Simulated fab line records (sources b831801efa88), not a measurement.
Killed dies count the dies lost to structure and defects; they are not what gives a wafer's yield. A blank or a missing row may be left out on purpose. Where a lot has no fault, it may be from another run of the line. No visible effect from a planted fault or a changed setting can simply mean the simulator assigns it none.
A single fault, viewed from 2 desks || flow sfq-line || what lay behind the numbers comes last; until then each desk has only its own

AT THE TOOL OWNER'S DESK: pvd-sputter-03
The tool's own readings at SFQ_TRILAYER_M2_DEP_SPUTTER_055 (material Nb, target thk 200 nm, time 133.3 s): means of the sampled wafers that have a number, for each lot that ran on this tool. If a lot's mean is further than 4 standard deviations from the usual mean, the lot is out of limits and carries the mark OUT (the distance appears in the brackets).
Columns: A = substrate-temp-c at SFQ_TRILAYER_M2_DEP_SPUTTER_055, usual 19.99 C; B = throttle-valve-pct at SFQ_TRILAYER_M2_DEP_SPUTTER_055, usual 29.9 %
{"lot": "L448", "first seen here": "day 16 10:00", "A": 19.95, "B": 30.5}
{"lot": "L451", "first seen here": "day 23 04:43", "A": 19.97, "B": 30.1}
{"lot": "L452", "first seen here": "day 23 20:04", "A": 19.97, "B": 30.3}
{"lot": "L458", "first seen here": "day 26 16:00", "A": 19.94, "B": 30.3}
{"lot": "L459", "first seen here": "day 27 02:53", "A": 19.97, "B": 30.3}
{"lot": "L464", "first seen here": "day 35 07:51", "A": 19.99, "B": 30.9}
{"lot": "L467", "first seen here": "day 35 22:23", "A": 19.95, "B": 30.2}
{"lot": "L468", "first seen here": "day 36 07:58", "A": 19.94, "B": 30.9}
{"lot": "L469", "first seen here": "day 37 01:59", "A": 20.09, "B": 30.7}
{"lot": "L470", "first seen here": "day 37 11:35", "A": 19.95, "B": 30.8}
Result from this desk: across the 10 lots, nothing is out of limits.

METROLOGY DESK
What the gauges read, lot by lot, whatever tool the lot ran on: means of the sampled wafers that have a number. If a lot's mean is further than 4 standard deviations from the usual mean, the lot is out of limits and carries the mark OUT (the distance appears in the brackets).
Columns: A = M2_NB_RS at SFQ_M2_RS_MEAS_914, usual 0.891 ohm/sq; B = M4_NB_RS at SFQ_M4_RS_MEAS_924, usual 0.888 ohm/sq
{"lot": "L448", "first seen here": "day 16 10:06", "A": 0.903, "B": 0.883}
{"lot": "L450", "first seen here": "day 22 23:11", "A": 0.895, "B": 0.876}
{"lot": "L451", "first seen here": "day 23 04:51", "A": 0.874, "B": 0.898}
{"lot": "L452", "first seen here": "day 23 20:13", "A": 0.881, "B": 0.892}
{"lot": "L455", "first seen here": "day 25 08:20", "A": 0.897, "B": 0.889}
{"lot": "L458", "first seen here": "day 26 16:07", "A": "0.650 (-24) OUT", "B": 0.888}
{"lot": "L459", "first seen here": "day 27 03:02", "A": "0.654 (-24) OUT", "B": 0.895}
{"lot": "L464", "first seen here": "day 35 07:56", "A": 0.900, "B": 0.888}
{"lot": "L466", "first seen here": "day 35 16:22", "A": 0.896, "B": 0.889}
{"lot": "L467", "first seen here": "day 35 22:30", "A": 0.905, "B": 0.895}
{"lot": "L468", "first seen here": "day 36 08:04", "A": 0.895, "B": 0.882}
{"lot": "L469", "first seen here": "day 37 02:06", "A": 0.885, "B": 0.897}
{"lot": "L470", "first seen here": "day 37 11:41", "A": 0.900, "B": 0.874}
{"lot": "L471", "first seen here": "day 37 15:29", "A": 0.895, "B": 0.891}
This desk finds L458, L459 out of limits, with the earliest case on L458 at day 26 16:07 (M2_NB_RS at SFQ_M2_RS_MEAS_914). L448, L450, L451, L452, L455, L464, L466, L467, L468, L469, L470, L471: within limits.

TAKEN TOGETHER
An alarm was possible from the metrology desk at day 26 16:07, on L458, L459.
The tool owner's desk saw nothing out of limits.
The tool owner's desk has L458, L459 on record, within its limits.
SFQ_TRILAYER_M2_DEP_SPUTTER_055 was run on pvd-sputter-03 by each of the lots named.

WHAT HAD BEEN PUT IN BY THE SIMULATOR
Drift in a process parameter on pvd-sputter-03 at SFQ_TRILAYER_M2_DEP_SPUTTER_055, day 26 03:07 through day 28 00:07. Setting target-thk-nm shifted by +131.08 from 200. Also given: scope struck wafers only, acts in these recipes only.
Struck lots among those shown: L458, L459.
Time in hours between the start of the fault and the first out-of-limits reading at each desk: metrology desk, 13.
